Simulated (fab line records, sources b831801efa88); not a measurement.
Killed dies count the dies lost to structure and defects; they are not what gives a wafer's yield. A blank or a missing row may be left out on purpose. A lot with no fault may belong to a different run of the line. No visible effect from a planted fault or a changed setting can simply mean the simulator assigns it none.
A struck lot beside a sound one    flow sky130    28 out of 708 route steps
Sound: wafers L310.3, L310.4, L310.5. Struck: wafers L324.1, L324.3, L324.6. At the end, the cause is stated.
Per side, at each step with rows, come the tool, then ch with its chambers, and then its first start. Under that, the readings that differ: sound wafers    struck wafers    difference of the means    sigmas: that difference in standard deviations of wafers without a fault.
alike: same words and numbers on both sides, and readings whose means sit less than 2 such deviations apart. not compared: any withheld reading, any reading some wafer has no value for, any bound like >300 that may hide the same value, and any number with overlapping values for which the record gives no deviation.
A row with sigmas, a row that says differs or no value, or rows on one side alone: a step with any of these is where the two part. Numbers that have no deviation but don't overlap get no sigmas and don't part them. A reading that every wafer of one side lacks parts them only if that side has two wafers or more.

SKY_VIA2_SPUTTER_20: material TiN, target thk 20 nm, time 80 s.
  sound on pvd sputter-04, day 37 01:37; struck on pvd sputter-03, day 41 14:17
  alike: throttle valve pct
then, 1 step without rows for these wafers: SKY_VIA2_CVD_21 (deposits W, target thk 420 nm, time 126.4 s).
SKY_VIA2_RS_MEAS_22: measurement is done with a four-point probe.
  sound on film metro-03, day 37 01:50; struck on film metro-02, day 41 14:29
  alike: VIA2_W_RS
SKY_VIA2_THK_MEAS_23: measures by xrf.
  sound on film metro-03, day 37 01:56; struck on film metro-02, day 41 14:36
  alike: VIA2_W_THK
then, 1 step without rows for these wafers: SKY_VIA2_CMP_24 (polishes, stops on SiO2, t overpolish 20 s, target thk 0 nm).
SKY_METAL3_SPUTTER_00: material Ti, target thk 15 nm, time 10 s.
  sound on pvd sputter-03, day 37 02:17; struck on pvd sputter-02, day 41 14:58
  alike: throttle valve pct
then, 1 step without rows for these wafers: SKY_METAL3_SPUTTER_01 (material TiN, target thk 20 nm, time 16.7 s).
SKY_METAL3_SPUTTER_02: material AlCu, target thk 735 nm, time 39.1 s.
  sound on pvd sputter-03, day 37 02:20; struck on pvd sputter-02, day 41 15:00
  alike: throttle valve pct
SKY_METAL3_SPUTTER_03: material Ti, target thk 5 nm, time 3.3 s.
  sound on pvd sputter-03, day 37 02:22; struck on pvd sputter-02, day 41 15:02
  alike: throttle valve pct
then, 2 steps without rows for these wafers: SKY_METAL3_SPUTTER_04 (material TiN, target thk 70 nm, time 58.3 s); SKY_CAPM_CVD_00 (deposits SiO2, target thk 15.5 nm).
SKY_CAPM_THK_MEAS_01:
  sound on film metro-04, day 37 02:28; struck on film metro-01, day 41 15:08
  alike: CAPM_CVD_00_THK
SKY_CAPM_SPUTTER_02: material TiN, target thk 200 nm, time 166.7 s.
  sound on pvd sputter-01, day 37 02:31; struck on pvd sputter-04, day 41 15:11
reading                                   sound              struck           difference  sigmas
model.TiN_of_CAPM_SPUTTER_02.thk nm (nm)  199.8 198.9 198.9  310.8 313.5 313  +113.2      
  alike: throttle valve pct
SKY_CAPM_RS_MEAS_03: measurement is done with a four-point probe.
  sound on film metro-02, day 37 02:40; struck on film metro-04, day 41 15:20
reading               sound           struck          difference  sigmas
CAPM_TIN_RS (ohm/sq)  6.92 6.95 6.96  4.40 4.37 4.37  -2.56       -43
SKY_CAPM_THK_MEAS_04: measures by xrf.
  sound on film metro-02, day 37 02:46; struck on film metro-04, day 41 15:27
reading            sound              struck             difference  sigmas
CAPM_TIN_THK (nm)  202.0 201.1 200.8  311.2 314.9 312.8  +111.7      +59
then, 7 steps without rows for these wafers: SKY_CAPM_DEHYDRATE_05 (time 60 s); SKY_CAPM_HMDS_06 (prime time 60 s); SKY_CAPM_COAT_07 (resist thk 1140 nm); SKY_CAPM_SOFTBAKE_08 (time 60 s); SKY_CAPM_EXPOSE_09 (exposes mask CAPM, target cd 1000 nm); SKY_CAPM_PEB_10; SKY_CAPM_DEVELOP_11 (develop time 60 s).
SKY_CAPM_OVL_MEAS_12:
  sound on overlay-01, day 38 04:46; struck on overlay-02, day 42 14:37
  alike: CAPM_OVL
SKY_CAPM_METAL_ETCH_13: etches TiN in Cl2/BCl3, stops on SiO2, target depth 220 nm, time 62.9 s.
  sound on rie metal-03 ch 0,1, day 38 04:49; struck on rie metal-03 ch 0,1, day 42 14:39
reading                 sound                 struck                difference  sigmas
oes product au (a.u.)   0.942 0.938 0.946     1.001 1.011 0.998     +0.061      +10
throttle valve pct (%)  21.896 21.904 21.921  21.886 21.879 21.862  -0.031      -3
  alike: bcl3 flow sccm, drypump motor current A, mfc cl2 sccm
  not compared: rf hours counter h
SKY_CAPM_STRIP_14: strips in O2/N2.
  sound on plasma asher-02 ch 0,1, day 38 04:55; struck on plasma asher-02 ch 0,1, day 42 14:43
  alike: drypump motor current A, oes product au, strip time to endpoint s
  not compared: rf hours counter h
SKY_CAPM_STRIP_15: strips in post etch residue remover, time 1200 s.
  sound on wet bench-03 ch 1, day 38 04:58; struck on wet bench-04 ch 1, day 42 14:49
reading                                   sound              struck             difference  sigmas
model.TiN_of_CAPM_SPUTTER_02.thk nm (nm)  199.4 198.5 198.5  310.4 313.1 312.6  +113.2      
then, 1 step without rows for these wafers: SKY_CAPM_CLEAN_16 (cleans in IPA, time 180 s).
-- the record jumps here: 7 days lie between the struck wafers' starts before and after (it left off in module CAPM and takes up again in module PAD_OPEN, whose first step shown is number 708 of the route) --
SKY_PAD_OPEN_PROBE_99:
  sound on prober-02, day 46 09:28; struck on prober-01, day 49 22:28
reading                   sound           struck          difference  sigmas
defect limited yield (%)  81.9 82.1 82.3  0 0 0           -82         -43
killed at other           1 2 0           408 417 397     +406        +99 or more
killed dies               89 88 87        492 492 492     +404        +44
killed on rim             16 16 19        96 96 96        +79         +23
sort_bin_3_pad_short (%)  0.8 0.8 0.8     83.7 85.4 81.7  +82.8       +99 or more
sort n pass               403 404 405     0 0 0           -404        -44
sort yield pct (%)        81.9 82.1 82.3  0 0 0           -82         -43
  alike: killed_at_M0_to_M3, killed_at_M4_up, killed at contacts, killed at front end, killed open, killed short, sort_bin_5_function, sort_bin_6_memory

## WHERE THEY PART
At SKY_CAPM_RS_MEAS_03 first; at SKY_PAD_OPEN_PROBE_99 last (within this record only).

WHY: what had been put in by the simulator
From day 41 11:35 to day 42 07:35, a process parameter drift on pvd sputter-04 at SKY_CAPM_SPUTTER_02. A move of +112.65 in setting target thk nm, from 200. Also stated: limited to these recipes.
